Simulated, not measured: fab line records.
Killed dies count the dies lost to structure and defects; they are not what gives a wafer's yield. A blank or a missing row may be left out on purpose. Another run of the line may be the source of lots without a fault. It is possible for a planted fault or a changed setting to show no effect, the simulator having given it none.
One fault seen from 2 desks ; flow sky130 ; each desk holds nothing but its own numbers, with what lay behind them at the end

## TOOL OWNER'S DESK, furnace-01
The tool's own readings at SKY_SONOS_ONO_OXIDATION_00 (stabilise 600 s, purge 300 s, target thk 2.6 nm): means of the sampled wafers that have a number, for each lot that ran on this tool. Marked OUT: a lot whose mean sits more than 4 standard deviations from the usual mean, which makes it out of limits; the brackets give that distance.
Columns: A = spike_tc_centre_C at SKY_SONOS_ONO_OXIDATION_00, usual 800.3 C; B = spike_tc_lower_C at SKY_SONOS_ONO_OXIDATION_00, usual 800.7 C; C = spike_tc_top_C at SKY_SONOS_ONO_OXIDATION_00, usual 810.7 C; D = spike_tc_upper_C at SKY_SONOS_ONO_OXIDATION_00, usual 798.6 C; E = zone_power_centre_pct at SKY_SONOS_ONO_OXIDATION_00, usual 14.2 %
lot;first seen here;A;B;C;D;E
L442;day 12 00:25;801.0;800.9;813.0;799.0;13.4
L444;day 12 16:12;800.7;801.1;812.3;798.9;13.4
L445;day 12 16:12;800.9;801.4;814.3;799.1;13.4
L447;day 13 14:32;800.4;800.6;812.5;799.5;13.4
L448;day 13 17:08;800.2;800.9;813.0;799.2;13.5
L451;day 14 22:32;808.3 (+9.3) OUT;810.0 (+8.5) OUT;820.5;807.6 (+7.5) OUT;13.6
L452;day 15 07:05;808.8 (+9.8) OUT;808.9 (+7.4) OUT;820.7;806.9 (+6.9) OUT;13.6
L462;day 18 15:08;800.4;800.7;812.1;799.3;13.4
L463;day 19 04:32;800.6;801.1;813.1;799.1;13.5
Finding of this desk: L451, L452 out of limits; the first was L451 at day 14 22:32, on spike_tc_centre_C at SKY_SONOS_ONO_OXIDATION_00. Within limits: L442, L444, L445, L447, L448, L462, L463.

## AT THE METROLOGY DESK
What the gauges read, lot by lot, whatever tool the lot ran on: means of the sampled wafers that have a number. Marked OUT: a lot whose mean sits more than 4 standard deviations from the usual mean, which makes it out of limits; the brackets give that distance.
Columns: A = FIELD_ISO_CVD_03_THK at SKY_FIELD_ISO_THK_MEAS_04, usual 166.5 nm; B = cd_nm at SKY_FIELD_ISO_CD_MEAS_13, usual 150.1 nm; C = SONOS_ONO_OXIDATION_THK at SKY_SONOS_ONO_THK_MEAS_01, usual 2.59 nm; D = LDD_HVN_OVL at SKY_LDD_HVN_OVL_MEAS_07, usual -0.5 nm
lot;first seen here;A;B;C;D
L442;day 2 02:48;169.3;151.1;2.61;0.3
L444;day 2 10:53;169.0;152.3;2.52;-1.4
L445;day 2 15:14;168.3;149.7;2.49;1.8
L447;day 3 01:50;166.6;152.2;2.61;-0.2
L448;day 3 06:10;166.2;151.0;2.63;0.2
L451;day 3 21:37;166.9;148.6;2.93 (+6.0) OUT;-0.2
L452;day 4 01:29;166.3;151.1;2.88 (+5.1) OUT;-1.5
L453;day 4 06:56;165.5;148.8;2.58;-0.4
L458;day 5 08:11;163.9;150.9;2.57;2.4
L459;day 5 15:07;165.8;151.5;2.58;-0.8
L461;day 6 07:16;164.9;150.6;2.54;-2.9
L462;day 6 07:16;164.5;149.2;2.64;2.7
L463;day 6 10:15;164.2;149.2;2.52;-2.7
This desk's result: L451, L452 out of limits, first on L451 (SONOS_ONO_OXIDATION_THK at SKY_SONOS_ONO_THK_MEAS_01), day 14 23:53. Within limits: L442, L444, L445, L447, L448, L453, L458, L459, L461, L462, L463.

## TAKEN TOGETHER
At day 14 22:32, on L451, L452, the tool owner's desk was in a position to raise an alarm.
Metrology desk: alarm possible at day 14 23:53 on L451, L452.
Every lot named ran SKY_SONOS_ONO_OXIDATION_00 on furnace-01.

## WHAT THE SIMULATOR HAD INSERTED
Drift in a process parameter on furnace-01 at SKY_SONOS_ONO_OXIDATION_00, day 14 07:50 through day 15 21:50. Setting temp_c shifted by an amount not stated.
Lots struck among those shown: L451, L452.
Delay (hours) between the fault's onset and each desk's first out-of-limits reading: 15 at the tool owner's desk, 16 at the metrology desk.
